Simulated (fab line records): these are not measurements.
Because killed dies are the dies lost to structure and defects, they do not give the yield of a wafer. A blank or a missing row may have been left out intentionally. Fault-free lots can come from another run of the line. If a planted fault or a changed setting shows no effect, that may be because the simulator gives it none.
Struck lot and sound lot, side by side | flow sfq-line | 21 out of 325 route steps
Sound: these wafers, L424.2, L424.5, L424.6. The struck wafers were L440.1, L440.3, L440.6. The cause is named last.
At each step with rows: each side's tool, then ch and its chambers, then its first start. Under that, the readings that differ: sound wafers | struck wafers | difference of the means | sigmas: that difference in standard deviations of wafers without a fault.
alike: readings with means less than 2 such deviations apart, plus words and numbers identical on both sides. not compared: withheld readings, readings lacking a value on some wafer, bounds such as >300 that could conceal the same value, and numbers that have no deviation in the record and whose values overlap.
A row with sigmas, a row that says differs or no value, or rows on one side alone: a step with any of these is where the two part. Non-overlapping numbers with no deviation appear without sigmas and do not part them. A reading that every wafer of one side lacks parts them only if that side has two wafers or more.

first, 3 steps without rows for these wafers: SFQ_TRILAYER_M7_LITHO_EXPOSE_178 (exposes mask M7, target cd 500 nm); SFQ_TRILAYER_M7_LITHO_PEB_180 (peb time 60 s); SFQ_TRILAYER_M7_LITHO_DEVELOP_179 (time 60 s).
SFQ_M7_OVL_MEAS_945:
  sound on overlay-02, day 80 12:00; struck on overlay-01, day 86 20:55
  reading     | sound    | struck | difference | sigmas
  M7_OVL (nm) | -2 -3 -2 | 8 9 9  | +11        | +2
SFQ_TRILAYER_M7_BARC_OPEN_METAL_ETCH_229: etches BARC in O2, target depth 125 nm, time 41.7 s.
  sound on rie-metal-01 ch 0,1, day 80 12:02; struck on rie-metal-02 ch 1, day 86 20:58
  alike: drypump-motor-current-A, oes-product-au
  not compared: rf-hours-counter-h
SFQ_TRILAYER_M7_ETCH_METAL_ETCH_180: etches Nb in Cl2/Ar, stops on SiO2, target depth 240 nm, time 120 s.
  sound on rie-metal-01 ch 0,1, day 80 12:05; struck on rie-metal-02 ch 1, day 86 21:01
  alike: drypump-motor-current-A, oes-product-au
  not compared: rf-hours-counter-h
SFQ_TRILAYER_M7_STRIP_STRIP_181: strips in O2.
  sound on rie-metal-01 ch 0,1, day 80 12:13; struck on rie-metal-02 ch 1, day 86 21:08
  alike: drypump-motor-current-A, oes-product-au
  not compared: rf-hours-counter-h
then, 2 steps without rows for these wafers: SFQ_TRILAYER_M7_STRIP_SOLV_CLEAN_182 (cleans in NMP, time 600 s); SFQ_TRILAYER_I7_DEP_PECVD_183 (deposits SiO2 from SiH4/N2O, time 111.11 s, target thk 500 nm).
SFQ_TRILAYER_I7_CMP_CMP_184: polishes SiO2.
  sound on cmp-01 ch 2,3, day 80 17:46; struck on cmp-02 ch 1,2, day 86 22:42
  alike: motor-current-A, platen-rpm, time-to-endpoint-s
SFQ_I7_BOW_MEAS_946:
  sound on film-metro-04, day 80 20:17; struck on film-metro-04, day 87 01:42
  alike: I7_BOW
following that, these wafers have no rows for 1 step: SFQ_TRILAYER_I7_METRO_MEASURE_185.
SFQ_TRILAYER_I7_VIA_LITHO_COAT_192: resist thk 62 nm.
  sound on litho-track-02 ch 0, day 80 21:38; struck on litho-track-02 ch 0, day 87 03:01
  reading                                                  | sound          | struck           | difference | sigmas
  model.BARC_of_TRILAYER_I7_VIA_LITHO_COAT_192.thk-nm (nm) | 62 61.75 61.87 | 58.5 58.62 58.69 | -3.3       |
  alike: spin-speed-rpm
then, 5 steps without rows for these wafers: SFQ_TRILAYER_I7_VIA_LITHO_COAT_187 (resist thk 650 nm); SFQ_TRILAYER_I7_VIA_LITHO_SOFTBAKE_191; SFQ_TRILAYER_I7_VIA_LITHO_EXPOSE_188 (exposes mask I7, target cd 1000 nm); SFQ_TRILAYER_I7_VIA_LITHO_PEB_190 (peb time 60 s); SFQ_TRILAYER_I7_VIA_LITHO_DEVELOP_189 (time 60 s).
-- the record jumps here: 3 days lie between the struck wafers' starts before and after --
SFQ_I7_OVL_MEAS_947:
  sound on overlay-02, day 85 01:03; struck on overlay-01, day 90 14:20
  alike: I7_OVL
SFQ_TRILAYER_I7_VIA_BARC_OPEN_VIA_ETCH_260: etches BARC in O2, target depth 125 nm, time 41.7 s.
  sound on rie-diel-01 ch 0,1, day 85 01:05; struck on rie-diel-01 ch 0,2, day 90 14:22
  reading                  | sound             | struck            | difference | sigmas
  oes-product-au (a.u.)    | 0.683 0.681 0.678 | 0.676 0.665 0.666 | -0.012     | -3
  model.etch.depth-nm (nm) | 62 61.75 61.87    | 58.5 58.62 58.69  | -3.3       |
  alike: drypump-motor-current-A
  not compared: rf-hours-counter-h
SFQ_TRILAYER_I7_VIA_ETCH_VIA_ETCH_190: etches SiO2 in CHF3, stops on Nb, target depth 260 nm.
  sound on rie-diel-01 ch 0,1, day 85 01:07; struck on rie-diel-01 ch 0,2, day 90 14:25
  alike: drypump-motor-current-A, oes-product-au

## WHERE THEY PART
Last at SFQ_TRILAYER_I7_VIA_BARC_OPEN_VIA_ETCH_260 as far as this record goes, first at SFQ_M7_OVL_MEAS_945. Later steps at which nothing parts them and some readings are alike: SFQ_TRILAYER_I7_VIA_ETCH_VIA_ETCH_190.

WHY: what had been put in by the simulator
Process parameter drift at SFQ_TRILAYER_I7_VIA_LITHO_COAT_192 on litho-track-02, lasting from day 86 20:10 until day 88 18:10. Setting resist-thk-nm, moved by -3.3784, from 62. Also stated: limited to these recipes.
